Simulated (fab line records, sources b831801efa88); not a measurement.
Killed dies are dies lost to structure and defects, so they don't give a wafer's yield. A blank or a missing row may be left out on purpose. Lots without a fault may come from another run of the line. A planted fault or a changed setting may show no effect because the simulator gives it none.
fab line records | flow sky130
record lots=6 wafers=18 last_day=50
route steps=708 shown VT_ADJUST_HVTP@94 VT_ADJUST_LVTN@97 PAD_OPEN@708
lots that met no fault: from a run of the same line without faults
start_h: hours from the record's first day to the start of the lot's first wafer shown | wait_h: hours since the lot's step before | " the same as in the row above | L1.1+2: a row that stands for several wafers | - no value, or no start given | * or withheld: withheld | < > ~ a bound
route shown NAME@n: a module of which the file shows steps, and the number in the route of the first | usual: mean/standard deviation of fault-free wafers | same: alike in all rows | chamber/n: place in a boat | sites: the reading at each site | _std_site: their standard deviation | _edge_site: outer sites' mean less inner sites' | radius_mm: how far each site lies from the wafer's centre | mask NAME#n: copy n | behind: the tool/chamber that last shaped the wafer | hold: why the lot was held/for how many hours/how that ended | device: the transistor (n, p or np) that didn't switch | end of line: the same wafers' tests at the end of the route | a step without rows: its recipe alone | killed: dies lost to structure and defects at the first sort, not the wafer's yield | map: a wafer's dies, x killed, . not, _ none there
set.NAME: the setting as run; set.NAME@STEP: as run at that earlier step | model.NAME: the simulator's own value behind a step, which no gauge read
lots at some steps of the route; a table a step, a row a wafer
services: from which hour (start_h, from the record's first day; less than 0 if before it) a tool's chamber was out of use, for how many hours, and why
## steps
# step SKY_VT_ADJUST_HVTP_IMPLANT_09
# recipe species=As energy_kev=150 dose_cm2=4.357e+12 tilt_deg=withheld
# step SKY_VT_ADJUST_HVTP_STRIP_10
# recipe chemistry=O2/N2 power_w=1400 pressure_mtorr=1500 platen_temp_c=withheld o2_flow_sccm=3000 n2_flow_sccm=300 overash_fraction=0.5
# usual drypump_motor_current_A=5.78/0.27 o2_flow_sccm=3001/9.6 oes_product_au=0.716/0.0042 strip_time_to_endpoint_s=14.18/0.045
# same overash_fraction=0.5
# columns lot.wafer tool chamber start_h wait_h drypump_motor_current_A o2_flow_sccm oes_product_au rf_hours_counter_h strip_time_to_endpoint_s
L261.2 plasma_asher-03 1 173.45 0.1 6.18 2997 0.713 50 14.22
L261.3 " 1 " " 6.16 2999 0.716 - 14.19
L261.5 " 0 " " 5.83 3004 0.716 - 14.15
L263.2 plasma_asher-01 0 183.30 0.1 5.25 2992 0.708 48 14.12
L263.3 " 1 " " 5.49 2997 0.715 - 14.13
L263.5 " 0 " " 5.24 3007 0.722 - 14.11
L267.2 plasma_asher-03 1 187.31 0.1 6.23 2999 0.714 52 14.25
L267.5 " 1 " " 6.23 2987 0.719 - 14.29
L267.6 " 0 " " 5.83 3009 0.716 - 14.27
L274.2 plasma_asher-01 1 249.11 0.1 5.49 3014 0.717 55 14.19
L274.4 " 0 " " 5.20 2991 0.714 - 14.18
L274.5 " 0 " " 5.28 2997 0.713 - 14.17
L277.2 plasma_asher-04 0 255.31 0.1 5.83 2999 0.715 13 14.19
L277.4 " 1 " " 5.75 3005 0.712 - 14.13
L277.6 " 0 " " 5.86 2989 0.712 - 14.17
L279.1 plasma_asher-04 1 264.06 0.1 5.73 2996 0.713 14 14.18
L279.3 " 0 " " 5.85 2996 0.718 - 14.22
L279.6 " 1 " " 5.74 2993 0.710 - 14.20
# step SKY_VT_ADJUST_HVTP_TW_MEAS_11
# usual VT_ADJUST_HVTP_TW=1365/7.9
# columns lot.wafer tool chamber start_h wait_h VT_ADJUST_HVTP_TW
L261.2 film_metro-02 - 173.56 0.1 1369
L261.3 " - " " 1371
L261.5 " - " " 1369
L263.2 film_metro-01 - 183.41 0.1 1365
L263.3 " - " " 1363
L263.5 " - " " 1363
L267.2 film_metro-01 - 187.42 0.1 1373
L267.5 " - " " 1370
L267.6 " - " " 1363
L274.2 film_metro-03 - 249.22 0.1 1378
L274.4 " - " " 1377
L274.5 " - " " 1385
L277.2 film_metro-02 - 255.42 0.1 1369
L277.4 " - " " 1362
L277.6 " - " " 1368
L279.1 film_metro-01 - 264.16 0.1 1341
L279.3 " - " " 1358
L279.6 " - " " 1348
# step SKY_VT_ADJUST_LVTN_DEHYDRATE_00
# recipe temp_c=200 time_s=60
# step SKY_VT_ADJUST_LVTN_HMDS_01
# recipe prime_time_s=60 prime_temp_c=120
# step SKY_VT_ADJUST_LVTN_COAT_02
# recipe spin_rpm=2000 resist_thk_nm=3000
# step SKY_VT_ADJUST_LVTN_SOFTBAKE_03
# recipe temp_c=110 time_s=withheld
# step SKY_VT_ADJUST_LVTN_EXPOSE_04
# recipe mask_id=NWM_COMPLEMENT_LESS_NATIVE na=0.6 source_shape=conventional sigma_outer=0.6 polarization=unpolarized target_cd_nm=840 dose_mj=194
# step SKY_VT_ADJUST_LVTN_PEB_05
# recipe temp_c=115 time_s=withheld
# step SKY_VT_ADJUST_LVTN_DEVELOP_06
# recipe wall_angle_deg=90 developer=TMAH develop_time_s=60 dev_temp_c=23
# step SKY_VT_ADJUST_LVTN_OVL_MEAS_07
# usual VT_ADJUST_LVTN_OVL=0.2/1.2
# columns lot.wafer tool chamber start_h wait_h VT_ADJUST_LVTN_OVL[nm]
L261.2 overlay-02 - 195.00 - 0.8
L261.3 " - " " 0.4
L261.5 " - " " 0.3
L263.2 overlay-01 - 205.25 - -1.2
L263.3 " - " " -0.2
L263.5 " - " " 0.4
L267.2 overlay-01 - 209.06 - -0.7
L267.5 " - " " -2.2
L267.6 " - " " -1.9
L274.2 overlay-01 - 272.34 - 0.9
L274.4 " - " " -1.6
L274.5 " - " " -0.1
L277.2 overlay-01 - 279.24 - 1.1
L277.4 " - " " 0.3
L277.6 " - " " 1.6
L279.1 overlay-01 - 287.91 - -0.9
L279.3 " - " " -0.3
L279.6 " - " " -0.6
# step SKY_VT_ADJUST_LVTN_IMPLANT_08
# recipe species=B energy_kev=30 dose_cm2=1.57e+12 tilt_deg=withheld
# step SKY_VT_ADJUST_LVTN_STRIP_09
# recipe chemistry=O2/N2 power_w=1400 pressure_mtorr=1500 platen_temp_c=withheld o2_flow_sccm=3000 n2_flow_sccm=300 overash_fraction=0.5
# usual drypump_motor_current_A=5.7/0.48 o2_flow_sccm=2999/10 oes_product_au=0.723/0.0046 strip_time_to_endpoint_s=36.93/0.1
# same overash_fraction=0.5
# columns lot.wafer tool chamber start_h wait_h drypump_motor_current_A o2_flow_sccm oes_product_au rf_hours_counter_h strip_time_to_endpoint_s
L261.2 plasma_asher-02 1 195.18 0.1 4.8 3002 0.715 38 36.79
L261.3 " 1 " " 4.8 3014 0.721 - 36.83
L261.5 " 1 " " 4.8 2991 0.720 - 36.81
L263.2 plasma_asher-02 0 205.43 0.1 6.1 3601 0.721 39 36.48
L263.3 " 1 " " 4.8 3602 0.733 - 36.50
L263.5 " 0 " " 6.1 3602 0.726 - 36.56
L267.2 plasma_asher-02 0 209.24 0.1 6.1 3600 0.728 40 36.69
L267.5 " 0 " " 6.1 3604 0.731 - 36.61
L267.6 " 1 " " 4.8 3591 0.725 - 36.54
L274.2 plasma_asher-03 1 272.52 0.1 6.2 2993 0.727 59 37.03
L274.4 " 1 " " 6.2 2984 0.721 - 37.00
L274.5 " 1 " " 6.2 2991 0.722 - 37.01
L277.2 plasma_asher-03 1 279.42 0.1 6.2 3014 0.725 59 36.74
L277.4 " 1 " " 6.2 2994 0.721 - 36.80
L277.6 " 1 " " 6.1 2996 0.724 - 36.78
L279.1 plasma_asher-01 0 288.09 0.1 5.3 2999 0.723 59 37.00
L279.3 " 1 " " 5.5 2992 0.724 - 37.12
L279.6 " 1 " " 5.5 3003 0.726 - 37.02
# step SKY_VT_ADJUST_LVTN_TW_MEAS_10
# usual VT_ADJUST_LVTN_TW=241.6/1.1
# columns lot.wafer tool chamber start_h wait_h VT_ADJUST_LVTN_TW
L261.2 film_metro-01 - 195.29 0.1 240.4
L261.3 " - " " 241.3
L261.5 " - " " 240.1
L263.2 film_metro-04 - 205.54 0.1 242.6
L263.3 " - " " 242.7
L263.5 " - " " 241.3
L267.2 film_metro-01 - 209.35 0.1 240.6
L267.5 " - " " 241.6
L267.6 " - " " 241.0
L274.2 film_metro-01 - 272.63 0.1 239.1
L274.4 " - " " 241.2
L274.5 " - " " 240.5
L277.2 film_metro-02 - 279.53 0.1 242.8
L277.4 " - " " 243.6
L277.6 " - " " 242.8
L279.1 film_metro-01 - 288.19 0.1 242.6
L279.3 " - " " 241.3
L279.6 " - " " 241.1
# step SKY_PAD_OPEN_PROBE_99
# usual killed_at_M0_to_M3=42/6.4 killed_at_M4_up=2.9/1.7 killed_at_contacts=25/5.2 killed_at_front_end=16/4.4 killed_at_other=0.4/0.65 killed_dies=86/9.2 killed_open=47/6.6 killed_short=39/5.8
# same gross_dies=492 killed_at_back_side=0
# columns lot.wafer tool chamber start_h wait_h killed_at_M0_to_M3 killed_at_M4_up killed_at_contacts killed_at_front_end killed_at_other killed_dies killed_open killed_short
L261.2 prober-02 - 1124.21 0.1 42 1 22 13 0 78 44 34
L261.3 prober-02 - 1124.26 0.2 38 3 19 14 0 74 42 31
L261.5 prober-02 - 1124.36 0.2 61 2 19 19 0 101 55 46
L267.2 prober-01 - 1142.49 0.1 43 2 26 22 0 93 49 44
L267.5 prober-01 - 1142.64 0.2 54 1 30 9 0 94 52 42
L267.6 prober-01 - 1142.69 0.2 45 2 30 13 1 91 53 38
L279.1 prober-01 - 1195.86 0.1 43 2 20 11 0 76 43 32
L279.3 prober-01 - 1195.96 0.2 39 3 27 16 0 85 50 33
L279.6 prober-01 - 1196.11 0.2 42 4 29 19 1 95 54 40
# killed by level:class
L261.2 CONTACT:geometric_particle:open=7 VIA2:geometric_particle:open=7 LI_CONTACT:geometric_particle:open=6 METAL2:geometric_particle:short=6 VIA3:geometric_particle:open=6 VIA1:geometric_particle:open=5 POLY_GATE:geometric_particle:short=4 SPACER:geometric_particle:short=4
L261.3 LI_CONTACT:geometric_particle:open=7 VIA1:geometric_particle:open=6 VIA2:geometric_particle:open=6 METAL1:geometric_particle:short=5 VIA3:geometric_particle:open=5 METAL3:geometric_particle:short=5 FIELD_ISO:geometric_particle:open=4 POLY_GATE:geometric_particle:open=4
L261.5 VIA1:geometric_particle:open=18 VIA3:geometric_particle:open=9 POLY_GATE:geometric_particle:open=6 POLY_GATE:geometric_particle:short=6 LI_CONTACT:geometric_particle:open=6 METAL1:geometric_particle:short=6 METAL3:geometric_particle:short=6 METAL2:geometric_particle:short=6
L267.2 LI_CONTACT:geometric_particle:open=10 VIA1:geometric_particle:open=8 POLY_GATE:geometric_particle:open=6 CONTACT:geometric_particle:open=6 VIA3:geometric_particle:short=6 VIA3:geometric_particle:open=6 FIELD_ISO:geometric_particle:short=5 FIELD_ISO:geometric_particle:open=5
L267.5 CONTACT:geometric_particle:open=11 CONTACT:geometric_particle:short=11 VIA1:geometric_particle:open=11 METAL1:geometric_particle:short=10 VIA2:geometric_particle:open=8 LI_CONTACT:geometric_particle:open=7 VIA1:geometric_particle:short=6 VIA3:geometric_particle:open=5
L267.6 VIA1:geometric_particle:open=13 VIA2:geometric_particle:open=10 CONTACT:geometric_particle:open=9 LI_CONTACT:geometric_particle:open=8 METAL1:geometric_particle:short=6 POLY_GATE:geometric_particle:open=4 LI_CONTACT:geometric_particle:short=4 LOCAL_INTERCONNECT:geometric_particle:short=4
L279.1 VIA2:geometric_particle:open=9 CONTACT:geometric_particle:open=8 VIA3:geometric_particle:open=7 VIA1:geometric_particle:open=7 VIA2:geometric_particle:short=6 LI_CONTACT:geometric_particle:open=4 VIA1:geometric_particle:short=4 METAL3:geometric_particle:short=4
L279.3 CONTACT:geometric_particle:open=10 VIA1:geometric_particle:open=8 VIA2:geometric_particle:open=7 LI_CONTACT:geometric_particle:open=6 METAL1:geometric_particle:short=5 FIELD_ISO:geometric_particle:short=4 POLY_CUT:geometric_particle:open=4 LOCAL_INTERCONNECT:geometric_particle:open=4
L279.6 LI_CONTACT:geometric_particle:open=10 CONTACT:geometric_particle:open=8 VIA1:geometric_particle:open=7 VIA2:geometric_particle:open=7 METAL2:geometric_particle:short=6 VIA3:geometric_particle:open=5 FIELD_ISO:geometric_particle:short=4 POLY_CUT:geometric_particle:short=4
## services
# columns tool chamber start_h hours kind
plasma_asher-03 - 235.53 15.6 pm
plasma_asher-01 - 258.44 1.0 repair
plasma_asher-03 - 288.07 14.6 pm
## key
first_sign step=SKY_VT_ADJUST_LVTN_STRIP_09 reading=o2_flow_sccm direction=up sigmas=60 usual=2999 struck=3600
effect step=SKY_VT_ADJUST_LVTN_STRIP_09 reading=strip_time_to_endpoint_s direction=down sigmas=3.5 usual=* struck=*
met_at SKY_VT_ADJUST_LVTN_STRIP_09
struck_wafers L263.2,L263.3,L263.5,L267.2,L267.5,L267.6
tester_left_out L263,L267
onset_between 195.18 205.43
fault kind=process_parameter_drift tool=plasma_asher-02 chamber=- onset_h=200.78 steps=SKY_VT_ADJUST_LVTN_STRIP_09 channel=o2_flow_sccm offset=600 shape=step end_h=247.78 acts_in=these_recipes_only stated=3000
# tester_left_out: of these lots the tester's yield and bins aren't shown, on N5 and GAA mostly nor the transistor test; their killed dies are dies lost to structure and defects alone, not to doping, threshold or leakage, so they don't give the yield
